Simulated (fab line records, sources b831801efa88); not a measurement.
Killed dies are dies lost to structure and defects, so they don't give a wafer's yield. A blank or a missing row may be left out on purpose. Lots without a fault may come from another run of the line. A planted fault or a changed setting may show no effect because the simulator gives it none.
fab line records | flow sky130
record lots=6 wafers=18 last_day=50
route steps=708 shown CAPM@548 METAL3@555
lots that met no fault: from a run of the same line without faults
start_h: hours from the record's first day to the start of the lot's first wafer shown | wait_h: hours since the lot's step before | " the same as in the row above | L1.1+2: a row that stands for several wafers | - no value, or no start given | * or withheld: withheld | < > ~ a bound
route shown NAME@n: a module of which the file shows steps, and the number in the route of the first | usual: mean/standard deviation of fault-free wafers | same: alike in all rows | chamber/n: place in a boat | sites: the reading at each site | _std_site: their standard deviation | _edge_site: outer sites' mean less inner sites' | radius_mm: how far each site lies from the wafer's centre | mask NAME#n: copy n | behind: the tool/chamber that last shaped the wafer | hold: why the lot was held/for how many hours/how that ended | device: the transistor (n, p or np) that didn't switch | end of line: the same wafers' tests at the end of the route | a step without rows: its recipe alone | killed: dies lost to structure and defects at the first sort, not the wafer's yield | map: a wafer's dies, x killed, . not, _ none there
set.NAME: the setting as run; set.NAME@STEP: as run at that earlier step | model.NAME: the simulator's own value behind a step, which no gauge read
lots at some steps of the route; a table a step, a row a wafer
services: from which hour (start_h, from the record's first day; less than 0 if before it) a tool's chamber was out of use, for how many hours, and why
## steps
# step SKY_CAPM_DEVELOP_11
# recipe resist=NOVOLAK developer=TMAH develop_time_s=60 dev_temp_c=23
# step SKY_CAPM_OVL_MEAS_12
# usual CAPM_OVL=0.6/1.3
# columns lot.wafer tool chamber start_h wait_h CAPM_OVL[nm]
L821.1 overlay-02 - 898.62 0.1 0.9
L821.4 " - " " 1.4
L821.5 " - " " 0.7
L828.1 overlay-01 - 951.62 0.1 0.1
L828.2 " - " " 0.7
L828.4 " - " " 0.4
L830.1 overlay-01 - 970.07 0.1 0.6
L830.3 " - " " 0.5
L830.5 " - " " 0.4
L831.1 overlay-01 - 977.02 0.1 1.6
L831.3 " - " " 1.7
L831.6 " - " " 1.6
L832.2 overlay-02 - 977.82 0.1 1.4
L832.4 " - " " 0.2
L832.6 " - " " 1.1
L838.3 overlay-02 - 1019.24 0.1 0.9
L838.4 " - " " -0.3
L838.5 " - " " -0.2
# step SKY_CAPM_METAL_ETCH_13
# recipe target_depth_nm=220 stop_on=SiO2 chemistry=Cl2/BCl3 target=TiN pressure_mtorr=10 icp_w=900 bias_w=48.5 Cl2_flow_sccm=60 bcl3_flow_sccm=30 time_s=62.9
# usual drypump_motor_current_A=6.2/0.39 he_backside_leak_sccm=3.33/0.24 mfc_cl2_sccm=60.02/0.17 oes_product_au=0.941/0.0075 throttle_valve_pct=21.901/0.0099
# columns lot.wafer tool chamber start_h wait_h drypump_motor_current_A he_backside_leak_sccm mfc_cl2_sccm oes_product_au rf_hours_counter_h throttle_valve_pct
L821.1 rie_metal-01 1 898.66 0.0 6.4 3.59 60.26 0.955 9 21.901
L821.4 " 1 " " 6.4 3.58 60.26 0.942 - 21.915
L821.5 " 1 " " 6.4 3.49 60.05 0.946 - 21.897
L828.1 rie_metal-02 0 951.65 0.0 6.2 3.17 59.61 0.943 6 21.904
L828.2 " 1 " " 6.7 3.20 59.90 0.948 15 21.901
L828.4 " 1 " " 6.7 3.02 59.85 0.944 - 21.906
L830.1 rie_metal-02 0 970.11 0.0 6.2 3.15 60.15 0.940 7 21.920
L830.3 " 0 " " 6.2 3.16 60.01 0.938 - 21.905
L830.5 " 1 " " 6.7 3.30 60.10 0.948 - 21.891
L831.1 rie_metal-01 1 977.05 0.0 6.4 3.44 59.96 0.944 13 21.901
L831.3 " 0 " " 5.5 2.96 59.92 0.943 - 21.895
L831.6 " 0 " " 5.5 2.94 59.87 0.932 - 21.910
L832.2 rie_metal-02 1 977.85 0.0 6.7 3.26 59.96 0.949 17 21.901
L832.4 " 1 " " 6.7 3.36 59.92 0.945 - 21.904
L832.6 " 1 " " 6.6 3.13 60.03 0.946 - 21.911
L838.3 rie_metal-02 1 1019.29 0.0 6.7 3.30 60.02 0.938 - 21.905
L838.4 " 0 " " 6.2 3.01 60.09 0.947 - 21.893
L838.5 " 0 " " 6.2 3.02 59.93 0.938 - 21.912
# step SKY_CAPM_STRIP_14
# recipe chemistry=O2/N2 power_w=1400 pressure_mtorr=1500 platen_temp_c=withheld o2_flow_sccm=3000 n2_flow_sccm=300 overash_fraction=0.5
# usual drypump_motor_current_A=6.0/0.41 oes_product_au=0.711/0.0042 strip_time_to_endpoint_s=12.66/0.047
# columns lot.wafer tool chamber start_h wait_h drypump_motor_current_A oes_product_au rf_hours_counter_h strip_time_to_endpoint_s
L821.1 plasma_asher-03 1 898.81 0.1 6.3 0.710 16 12.60
L821.4 " 1 " " 6.3 0.711 - 12.63
L821.5 " 1 " " 6.3 0.706 - 12.63
L828.1 plasma_asher-02 0 951.73 0.1 6.2 0.707 111 12.65
L828.2 " 1 " " 6.0 0.711 111 12.69
L828.4 " 0 " " 6.1 0.705 - 12.68
L830.1 plasma_asher-03 1 970.19 0.1 6.3 0.715 23 12.68
L830.3 " 1 " " 6.3 0.713 - 12.61
L830.5 " 0 " " 6.6 0.716 - 12.61
L831.1 plasma_asher-04 0 977.13 0.1 5.5 0.714 87 12.53
L831.3 " 0 " " 5.5 0.711 - 12.60
L831.6 " 1 " " 5.4 0.714 - 12.59
L832.2 plasma_asher-04 0 977.93 0.1 5.5 0.714 87 12.74
L832.4 " 0 " " 5.5 0.713 - 12.69
L832.6 " 1 " " 5.4 0.714 - 12.70
L838.3 plasma_asher-03 0 1019.37 0.1 6.6 0.710 - 12.70
L838.4 " 1 " " 6.3 0.719 - 12.67
L838.5 " 0 " " 6.6 0.708 - 12.70
# step SKY_CAPM_STRIP_15
# recipe chemistry=post_etch_residue_remover time_s=1200 temp_c=72.5
# step SKY_CAPM_CLEAN_16
# recipe chemistry=IPA time_s=180 temp_c=25
# step SKY_CAPM_CLEAN_17
# recipe chemistry=O3/DIW dry=n2_spin
# step SKY_METAL3_DEHYDRATE_05
# recipe temp_c=200 time_s=60
# step SKY_METAL3_HMDS_06
# recipe prime_time_s=60 prime_temp_c=120
# step SKY_METAL3_COAT_07
# recipe resist=BARC temp_c=withheld time_s=withheld spin_rpm=3075 resist_thk_nm=60
# step SKY_METAL3_COAT_08
# recipe resist=KrF-thick spin_rpm=3000 resist_thk_nm=1140
# step SKY_METAL3_SOFTBAKE_09
# recipe temp_c=100 time_s=90 resist=KrF-thick
# step SKY_METAL3_EXPOSE_10
# recipe mask_id=MM3 na=0.68 source_shape=annular sigma_inner=0.4 sigma_outer=0.8 target_cd_nm=300 dose_mj=28
# usual exposure_dose_mJ_cm2=27.999/0.022 focus_offset_nm=0.1/0.56
# columns lot.wafer tool chamber start_h wait_h mask exposure_dose_mJ_cm2 focus_offset_nm
L821.1 krf_scanner-02 0 912.74 - MM3#0 27.971 0.1
L821.4 " 0 " " MM3#0 27.985 -0.5
L821.5 " 0 " " MM3#0 27.962 -0.2
L828.1 krf_scanner-01 0 964.87 - MM3#0 28.029 1.1
L828.2 " 0 " " MM3#0 28.036 0.0
L828.4 " 0 " " MM3#0 28.012 0.0
L830.1 krf_scanner-02 0 984.55 - MM3#0 28.002 -0.2
L830.3 " 0 " " MM3#0 28.031 -0.6
L830.5 " 0 " " MM3#0 28.011 -0.2
L831.1 krf_scanner-02 0 990.22 - MM3#0 28.004 0.7
L831.3 " 0 " " MM3#0 27.982 0.5
L831.6 " 0 " " MM3#0 28.009 1.3
L832.2 krf_scanner-01 0 991.52 - MM3#0 28.001 -0.6
L832.4 " 0 " " MM3#0 27.971 -0.2
L832.6 " 0 " " MM3#0 27.990 -0.2
L838.3 krf_scanner-01 0 1031.24 - MM3#0 27.987 -0.5
L838.4 " 0 " " MM3#0 27.981 -0.6
L838.5 " 0 " " MM3#0 27.988 -0.1
# step SKY_METAL3_PEB_11
# recipe peb_temp_c=withheld peb_time_s=withheld resist=KrF-thick
# step SKY_METAL3_DEVELOP_12
# recipe develop_time_s=60 resist=KrF-thick dev_temp_c=21
# step SKY_METAL3_CD_MEAS_13
# recipe target_cd_nm=300
# usual cd_nm=300.1/1.4
# columns lot.wafer tool chamber start_h wait_h cd_nm
L821.1 cd_sem-01 - 924.67 - 299.4
L821.4 " - " " 298.0
L821.5 " - " " 298.4
L828.1 cd_sem-02 - 976.17 - 300.9
L828.2 " - " " 301.4
L828.4 " - " " 300.7
L830.1 cd_sem-01 - 995.77 - 245.4
L830.3 " - " " 153.9
L830.5 " - " " 228.5
L831.1 cd_sem-01 - 1001.47 - 253.2
L831.3 " - " " 259.7
L831.6 " - " " 251.5
L832.2 cd_sem-01 - 1002.49 - 300.7
L832.4 " - " " 300.4
L832.6 " - " " 301.4
L838.3 cd_sem-01 - 1042.71 - 301.8
L838.4 " - " " 300.8
L838.5 " - " " 300.8
# step SKY_METAL3_OVL_MEAS_14
# usual METAL3_OVL=0/5.2
# columns lot.wafer tool chamber start_h wait_h METAL3_OVL[nm]
L821.1 overlay-02 - 924.79 0.1 2
L821.4 " - " " -1
L821.5 " - " " 0
L828.1 overlay-01 - 976.29 0.1 6
L828.2 " - " " 2
L828.4 " - " " 4
L830.1 overlay-02 - 995.89 0.1 3
L830.3 " - " " 1
L830.5 " - " " 2
L831.1 overlay-02 - 1001.59 0.1 3
L831.3 " - " " 7
L831.6 " - " " 1
L832.2 overlay-02 - 1002.60 0.1 -4
L832.4 " - " " 0
L832.6 " - " " -4
L838.3 overlay-02 - 1042.81 0.1 -5
L838.4 " - " " -8
L838.5 " - " " -6
# step SKY_METAL3_DESCUM_15
# recipe chemistry=O2 source_power_w=150 bias_power_w=0 pressure_mtorr=10 temp_c=40 time_s=8
# usual drypump_motor_current_A=6.0/0.54 he_backside_leak_sccm=3.25/0.2 oes_product_au=1.000/0.0092
# columns lot.wafer tool chamber start_h wait_h drypump_motor_current_A he_backside_leak_sccm oes_product_au rf_hours_counter_h model.METAL3.cd_nm
L821.1 rie_metal-02 0 924.83 0.0 6.2 2.95 0.997 5 299
L821.4 " 1 " " 6.7 3.35 0.991 - 298.6
L821.5 " 1 " " 6.7 3.49 0.994 - 298.8
L828.1 rie_metal-01 1 976.33 0.0 6.5 3.50 1.019 13 300.9
L828.2 " 0 " " 5.5 3.11 1.001 3 301.1
L828.4 " 1 " " 6.4 3.48 1.022 - 300.8
L830.1 rie_metal-01 0 995.92 0.0 5.5 3.09 1.003 4 245.1
L830.3 " 0 " " 5.5 3.23 1.003 - 153.9
L830.5 " 1 " " 6.4 3.78 1.017 - 228.5
L831.1 rie_metal-01 1 1001.63 0.0 6.4 3.73 1.018 14 252.8
L831.3 " 0 " " 5.4 3.08 0.994 - 259.6
L831.6 " 1 " " 6.4 3.90 1.012 - 251
L832.2 rie_metal-04 0 1002.63 0.0 5.6 3.17 0.993 12 301.3
L832.4 " 1 " " 5.2 3.34 0.997 - 300.5
L832.6 " 1 " " 5.2 3.12 1.001 - 301.4
L838.3 rie_metal-01 1 1042.84 0.0 6.4 3.60 1.019 - 301.1
L838.4 " 0 " " 5.5 3.31 0.985 - 300.5
L838.5 " 0 " " 5.5 3.22 0.993 - 300.5
# step SKY_METAL3_ETCH_16
# recipe chemistry=N2/H2 target=BARC ion_energy_ev=200 bias_w=100 pressure_mtorr=30 n2_flow_sccm=100 h2_flow_sccm=200 icp_w=500 stop_on=SiO2 time_s=88.2 target_depth_a=600
# usual drypump_motor_current_A=6.0/0.54 he_backside_leak_sccm=3.3/0.39 oes_product_au=0.624/0.005 throttle_valve_pct=13.203/0.0095
# columns lot.wafer tool chamber start_h wait_h drypump_motor_current_A he_backside_leak_sccm oes_product_au rf_hours_counter_h throttle_valve_pct
L821.1 rie_metal-02 0 924.86 0.0 6.2 3.1 0.632 5 13.185
L821.4 " 1 " " 6.7 3.4 0.626 - 13.190
L821.5 " 1 " " 6.7 3.3 0.624 - 13.206
L828.1 rie_metal-01 1 976.36 0.0 6.4 4.2 0.620 13 13.220
L828.2 " 0 " " 5.5 3.1 0.627 3 13.177
L828.4 " 1 " " 6.4 3.6 0.629 - 13.217
L830.1 rie_metal-01 0 995.96 0.0 5.5 3.1 0.609 4 13.186
L830.3 " 0 " " 5.5 3.2 0.621 - 13.190
L830.5 " 1 " " 6.4 3.5 0.617 - 13.193
L831.1 rie_metal-01 1 1001.66 0.0 6.4 3.6 0.625 14 13.193
L831.3 " 0 " " 5.4 3.0 0.623 - 13.202
L831.6 " 1 " " 6.4 3.3 0.625 - 13.208
L832.2 rie_metal-04 0 1002.66 0.0 5.6 3.3 0.626 12 13.206
L832.4 " 1 " " 5.2 3.4 0.621 - 13.202
L832.6 " 1 " " 5.2 3.4 0.629 - 13.213
L838.3 rie_metal-01 1 1042.89 0.0 6.4 3.7 0.623 - 13.217
L838.4 " 0 " " 5.5 3.1 0.625 - 13.200
L838.5 " 0 " " 5.5 3.1 0.628 - 13.201
# step SKY_METAL3_ETCH_17
# recipe target=SiO2 stop_on=TiN chemistry=C4F8/O2/Ar source_w=1500 bias_w=1200 pressure_mtorr=40 c4f8_flow_sccm=withheld O2_flow_sccm=6 Ar_flow_sccm=300 time_s=3.9 target_depth_a=150
# usual oes_product_au=0.756/0.0073
# columns lot.wafer tool chamber start_h wait_h oes_product_au rf_hours_counter_h
L821.1 rie_diel-02 1 924.96 0.1 0.745 19
L821.4 " 3 " " 0.749 10
L821.5 " 1 " " 0.757 -
L828.1 rie_diel-03 2 976.46 0.1 0.763 1
L828.2 " 0 " " 0.756 14
L828.4 " 3 " " 0.761 25
L830.1 rie_diel-04 3 996.05 0.1 0.755 23
L830.3 " 2 " " 0.752 22
L830.5 " 1 " " 0.754 -
L831.1 rie_diel-02 0 1001.76 0.1 0.758 9
L831.3 " 3 " " 0.761 12
L831.6 " 1 " " 0.761 -
L832.2 rie_diel-03 1 1002.76 0.1 0.763 19
L832.4 " 2 " " 0.765 2
L832.6 " 1 " " 0.769 -
L838.3 rie_diel-04 0 1042.96 0.0 0.759 20
L838.4 " 3 " " 0.756 25
L838.5 " 0 " " 0.761 -
# step SKY_METAL3_METAL_ETCH_18
# recipe target_depth_a=8450 stop_on=SiO2 over_etch_frac=0.3 time_s=183.1 chemistry=Cl2/BCl3 resist_sidewall_deg=88 pressure_mtorr=10 icp_w=900 bias_w=48.5 Cl2_flow_sccm=60 bcl3_flow_sccm=30
# usual drypump_motor_current_A=6.0/0.51 he_backside_leak_sccm=3.31/0.25 mfc_cl2_sccm=59.99/0.17 oes_product_au=0.864/0.0056 throttle_valve_pct=22.264/0.0091
# columns lot.wafer tool chamber start_h wait_h drypump_motor_current_A he_backside_leak_sccm mfc_cl2_sccm oes_product_au rf_hours_counter_h throttle_valve_pct model.METAL3.cd_nm
L821.1 rie_metal-01 1 924.98 0.0 6.4 3.77 60.00 0.866 10 22.283 298.8
L821.4 " 1 " " 6.5 3.72 60.02 0.858 - 22.295 296.4
L821.5 " 0 " " 5.5 3.16 59.89 0.862 - 22.240 299.3
L828.1 rie_metal-02 0 976.48 0.0 6.2 3.04 60.23 0.876 8 22.276 302.5
L828.2 " 1 " " 6.7 3.03 59.82 0.858 16 22.261 300.8
L828.4 " 0 " " 6.2 2.97 60.07 0.859 - 22.271 303.9
L830.1 rie_metal-02 0 996.07 0.0 6.2 3.28 60.03 0.861 9 22.254 251.3
L830.3 " 1 " " 6.7 2.88 59.84 0.860 - 22.267 154.4
L830.5 " 1 " " 6.7 3.19 60.07 0.858 - 22.266 227.1
L831.1 rie_metal-02 0 1001.78 0.0 6.2 3.06 59.94 0.866 10 22.244 260.8
L831.3 " 1 " " 6.7 3.40 59.93 0.863 - 22.260 259.5
L831.6 " 0 " " 6.2 2.95 60.13 0.874 - 22.262 256.2
L832.2 rie_metal-01 1 1002.78 0.0 6.4 3.58 60.10 0.863 14 22.246 303.5
L832.4 " 1 " " 6.4 3.49 60.01 0.860 - 22.275 299.4
L832.6 " 0 " " 5.4 3.15 60.12 0.857 - 22.246 300.1
L838.3 rie_metal-02 1 1043.04 0.1 6.7 3.44 59.83 0.863 - 22.281 310
L838.4 " 0 " " 6.2 3.16 60.05 0.867 - 22.268 301.9
L838.5 " 0 " " 6.2 3.11 59.95 0.863 - 22.256 301.1
# step SKY_METAL3_STRIP_19
# recipe chemistry=O2/N2 power_w=1400 pressure_mtorr=1500 platen_temp_c=withheld o2_flow_sccm=3000 n2_flow_sccm=300 overash_fraction=0.5
# usual drypump_motor_current_A=6.0/0.55 oes_product_au=0.500/0.0053 strip_time_to_endpoint_s=6.49/0.081
# columns lot.wafer tool chamber start_h wait_h drypump_motor_current_A oes_product_au rf_hours_counter_h strip_time_to_endpoint_s
L821.1 plasma_asher-03 0 925.16 0.1 6.5 0.494 19 6.41
L821.4 " 0 " " 6.6 0.504 - 6.44
L821.5 " 0 " " 6.6 0.503 - 6.59
L828.1 plasma_asher-03 1 976.66 0.1 6.3 0.493 24 6.51
L828.2 " 0 " " 6.6 0.503 24 6.62
L828.4 " 1 " " 6.3 0.503 - 6.54
L830.1 plasma_asher-02 0 996.25 0.1 6.2 0.508 116 6.44
L830.3 " 0 " " 6.2 0.495 - 6.45
L830.5 " 1 " " 6.0 0.496 - 6.50
L831.1 plasma_asher-03 1 1001.96 0.1 6.3 0.514 26 6.58
L831.3 " 1 " " 6.3 0.499 - 6.57
L831.6 " 1 " " 6.3 0.494 - 6.51
L832.2 plasma_asher-02 1 1002.96 0.1 6.0 0.495 117 6.32
L832.4 " 0 " " 6.2 0.499 - 6.37
L832.6 " 1 " " 6.0 0.501 - 6.56
L838.3 plasma_asher-01 1 1043.19 0.1 6.5 0.500 - 6.53
L838.4 " 0 " " 5.0 0.514 - 6.62
L838.5 " 1 " " 6.5 0.506 - 6.57
## services
# columns tool chamber start_h hours kind
rie_diel-03 2 885.68 11.1 repair
plasma_asher-04 - 888.44 2.3 repair
plasma_asher-02 - 923.70 1.6 repair
plasma_asher-02 - 923.72 0.9 repair
rie_diel-02 0 932.78 5.6 repair
krf_scanner-02 - 938.18 1.0 pm
krf_scanner-02 - 941.96 1.3 pm
plasma_asher-04 - 953.35 3.3 repair
plasma_asher-03 - 961.75 1.2 repair
krf_scanner-02 - 967.30 4.0 pm
rie_metal-01 - 969.68 0.5 repair
rie_metal-04 - 970.30 2.2 repair
krf_scanner-01 - 974.81 1.0 pm
krf_scanner-01 - 975.81 3.6 pm
krf_scanner-01 - 981.56 0.8 pm
rie_diel-03 - 984.69 0.5 repair
rie_diel-04 3 992.55 2.8 repair
krf_scanner-01 - 994.96 1.3 pm
rie_diel-03 - 1003.48 0.5 repair
krf_scanner-02 - 1016.79 0.8 pm
rie_metal-01 - 1024.27 3.6 repair
krf_scanner-02 - 1026.39 0.2 repair
rie_metal-01 0 1030.09 1.1 repair
krf_scanner-01 - 1034.48 21.0 pm
## key
first_sign step=SKY_METAL3_CD_MEAS_13 reading=cd_nm direction=down sigmas=48 usual=300.1 struck=232.0
effect none on later readings
model_effect step=SKY_METAL3_DESCUM_15 value=METAL3.cd_nm without=300.2 struck=231.8
model_effect step=SKY_METAL3_METAL_ETCH_18 value=METAL3.cd_nm without=303.2 struck=234.9
met_at SKY_METAL3_EXPOSE_10
struck_wafers L830.1,L830.3,L830.5,L831.1,L831.3,L831.6
later_rows_left_out L830.3,L830.5
sort_left_out L830.1,L830.3,L830.5,L831.1,L831.3,L831.6
onset_between 912.74 984.55
fault kind=process_parameter_drift tool=krf_scanner-02 chamber=- onset_h=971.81 steps=SKY_METAL3_EXPOSE_10 channel=focus_nm offset=399.56 spread_by_wafer=0.3 shape=step end_h=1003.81
# sort_left_out: the simulated sort isn't trusted on such a fault, so these wafers' sort isn't shown, and their yield isn't known
# later_rows_left_out: the simulator's readings of these wafers behind a module that went badly wrong aren't trusted and aren't shown, but for the sort
